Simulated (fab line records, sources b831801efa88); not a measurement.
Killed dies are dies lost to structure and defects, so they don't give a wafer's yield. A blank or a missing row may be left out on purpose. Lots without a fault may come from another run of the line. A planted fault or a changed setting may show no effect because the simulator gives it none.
Chamber matching | flow gf180mcu | GF_V4_CVD_02 on pecvd-04: 3 sister chambers
The step deposits SiO2 from TEOS, target thk 850 nm, time 94.851 s. 3 wafers are shown with their chamber, then 7 later ones without.

WAFERS WITH THEIR CHAMBER
wafer  | chamber | heater_power_w (W)
L593.5 | 2       | 728
L604.2 | 1       | 567
L604.4 | 0       | 548

WAFERS WITHOUT THEIR CHAMBER
wafer  | heater_power_w (W)
L604.5 | 715
L605.2 | 632
L605.3 | 662
L605.4 | 611
L606.2 | 638
L606.5 | 671
L606.6 | 778

WHICH CHAMBER EACH WENT THROUGH
wafer  | from the rows above          | in truth
L604.5 | 2                            | 2
L605.2 | can't be placed: 1 or 0 or 2 | 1
L605.3 | can't be placed: 2 or 1 or 0 | 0
L605.4 | can't be placed: 1 or 0 or 2 | 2
L606.2 | can't be placed: 1 or 0 or 2 | 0
L606.5 | can't be placed: 2 or 1 or 0 | 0
L606.6 | 2                            | 2
Placed correctly: 2 of 7. Can't be placed from these rows: 5 (the true chamber is among the candidates in 5). Placed wrongly: 0.
How it was worked out, from the rows above alone: a wafer's distance from a chamber is the root of the sum, over the readings, of the square of ((its reading less the chamber's mean) divided by the reading's scatter). The wafer belongs to the nearest chamber; if the next one is less than 2 further off, it can't be placed. A chamber's mean is the mean of its shown wafers. The scatter: with one shown wafer a chamber, the root of the mean of the squares of how far each hidden wafer lies from its nearest shown one.
